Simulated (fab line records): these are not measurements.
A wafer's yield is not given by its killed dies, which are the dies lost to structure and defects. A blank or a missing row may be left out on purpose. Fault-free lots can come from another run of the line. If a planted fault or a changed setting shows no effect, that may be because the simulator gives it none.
Comparing a struck lot with a sound one -- flow sky130 -- 26 out of 708 route steps
Sound: the wafers L322.3, L322.5, L322.6. Wafers struck: L333.2, L333.3, L333.5. The cause comes at the end.
For every step that has rows: the tool of each side, followed by ch and its chambers, followed by its first start. Under that, the readings that differ: sound wafers -- struck wafers -- difference of the means -- sigmas: that difference in standard deviations of wafers without a fault.
alike: same words and numbers on both sides, and readings whose means sit less than 2 such deviations apart. not compared: any withheld reading, any reading some wafer has no value for, any bound like >300 that may hide the same value, and any number with overlapping values for which the record gives no deviation.
Wherever a step has rows on one side only, a row that says differs or no value, or a row with sigmas, the two part there. When numbers do not overlap yet have no deviation, they are printed without sigmas and do not part them. A reading missing from all wafers of one side parts the sides only when that side holds two or more wafers.

first, 1 step without rows for these wafers: SKY_FIELD_ISO_OXIDATION_01 (stabilise 600 s, purge 300 s, target thk 12 nm).
SKY_FIELD_ISO_CVD_03: deposits Si3N4 from DCS/NH3, target thk 165 nm, time 2830 s.
  sound on lpcvd-02 ch 1, day 2 14:16; struck on lpcvd-02 ch 1, day 4 22:49
reading,sound,struck,difference,sigmas
spikeTcCentreC (C),771.0 770.0 770.7,773.4 775.0 774.6,+3.8,+3
spikeTcUpperC (C),769.4 768.4 769.6,735.1 735.4 736.9,-33.3,-34
zonePowerCentrePct (%),13.0 13.2 13.2,17.1 17.5 17.6,+4.3,+8
zonePowerTopPct (%),24.9 25.4 25.1,30.4 30.2 30.8,+5.3,+5
zonePowerUpperPct (%),11.6 11.5 11.6,3.2 3.1 3.2,-8.4,-6
  alike: spikeTcLowerC, zonePowerLowerPct
  not compared: model.Si3N4_of_FIELD_ISO_CVD_03.thkNm
SKY_FIELD_ISO_THK_MEAS_04:
  struck on filmMetro-04, day 5 00:36; sound on filmMetro-03, day 2 16:05
  alike: FIELD_ISO_CVD_03_THK
then, 9 steps without rows for these wafers: SKY_FIELD_ISO_DEHYDRATE_05 (time 60 s); SKY_FIELD_ISO_HMDS_06 (prime time 60 s); SKY_FIELD_ISO_COAT_07 (resist thk 60 nm); SKY_FIELD_ISO_COAT_08 (resist thk 450 nm); SKY_FIELD_ISO_SOFTBAKE_09 (time 90 s); SKY_FIELD_ISO_EXPOSE_10 (exposes mask FOM, target cd 150 nm); SKY_FIELD_ISO_PEB_11; SKY_FIELD_ISO_DEVELOP_12 (develop time 57.91 s); SKY_FIELD_ISO_ETCH_14 (etches BARC in N2/H2, stops on SiO2, time 45.9 s, target depth 60 nm).
SKY_FIELD_ISO_ETCH_15: etches the open film in CHF3/O2, stops on Si, target depth 180 nm, time 72 s.
  sound on rieDiel-03 ch 2,3, day 3 08:27; struck on rieDiel-01 ch 0,1,3, day 5 19:42
  alike: biasW, drypumpMotorCurrentA, oesProductAu, throttleValvePct
  not compared: rfHoursCounterH, model.etch.depthNm
then, 10 steps without rows for these wafers: SKY_FIELD_ISO_STRIP_16 (strips in O2/N2); SKY_FIELD_ISO_ETCH_17 (etches Si in HBr/Cl2/O2, target depth 342 nm, time 97.7 s); SKY_FIELD_ISO_WET_ETCH_18 (etches Si3N4 in H3PO4, target depth 25 nm, time 286 s); SKY_FIELD_ISO_CLEAN_19 (cleans in SC1/SC2, time 150 s); SKY_FIELD_ISO_CLEAN_20 (cleans in dHF, time 20 s); SKY_FIELD_ISO_WET_ETCH_21 (etches SiO2 in dHF, target depth 20 nm, time 400 s); SKY_FIELD_ISO_OXIDATION_22 (stabilise 600 s, purge 300 s, target thk 10 nm); SKY_FIELD_ISO_CVD_24 (deposits SiO2, target thk 595 nm, time 99.2 s); SKY_FIELD_ISO_ANNEAL_26 (time 1800 s); SKY_FIELD_ISO_CMP_27 (polishes, stops on Si3N4, t overpolish 16 s, target thk 457.8 nm).
SKY_FIELD_ISO_WET_ETCH_28: etches SiO2 in dHF, target depth 23.7 nm, time 47 s.
  sound on wetBench-02 ch 1, day 3 12:22; struck on wetBench-01 ch 0, day 6 00:28
reading,sound,struck,difference,sigmas
model.Si3N4_of_FIELD_ISO_CVD_03.thkNm (nm),119.2 119 119.3,117.7 118.9 118,-1.0,
then, 1 step without rows for these wafers: SKY_FIELD_ISO_WET_ETCH_29 (etches Si3N4 in H3PO4, target depth 160 nm, time 1825 s).
-- here the record skips 44 days between the struck wafers' starts before and after, leaving off in module FIELD_ISO and picking up in module PAD_OPEN (first step shown: number 708 of the route) --
SKY_PAD_OPEN_PROBE_99:
  struck on prober-02, day 49 17:40; sound on prober-01, day 47 01:46
  alike: killed_at_M0_to_M3, killed_at_M4_up, killedAtContacts, killedAtFrontEnd, killedAtOther, killedDies, killedOpen, killedShort
  not compared: model.etest.capLiToPoly.cAfUm2, model.etest.fieldN.vtV, model.etest.sramNfetPass.offLog10AUm

== WHERE THEY PART ==
At SKY_FIELD_ISO_CVD_03 and nowhere else, as far as this record goes. Later steps at which nothing parts them and some readings are alike: SKY_FIELD_ISO_THK_MEAS_04, SKY_FIELD_ISO_ETCH_15, SKY_PAD_OPEN_PROBE_99.

WHY: whatever the simulator had introduced
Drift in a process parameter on lpcvd-02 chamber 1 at SKY_FIELD_ISO_CVD_03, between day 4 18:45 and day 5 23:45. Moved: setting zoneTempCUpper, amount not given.
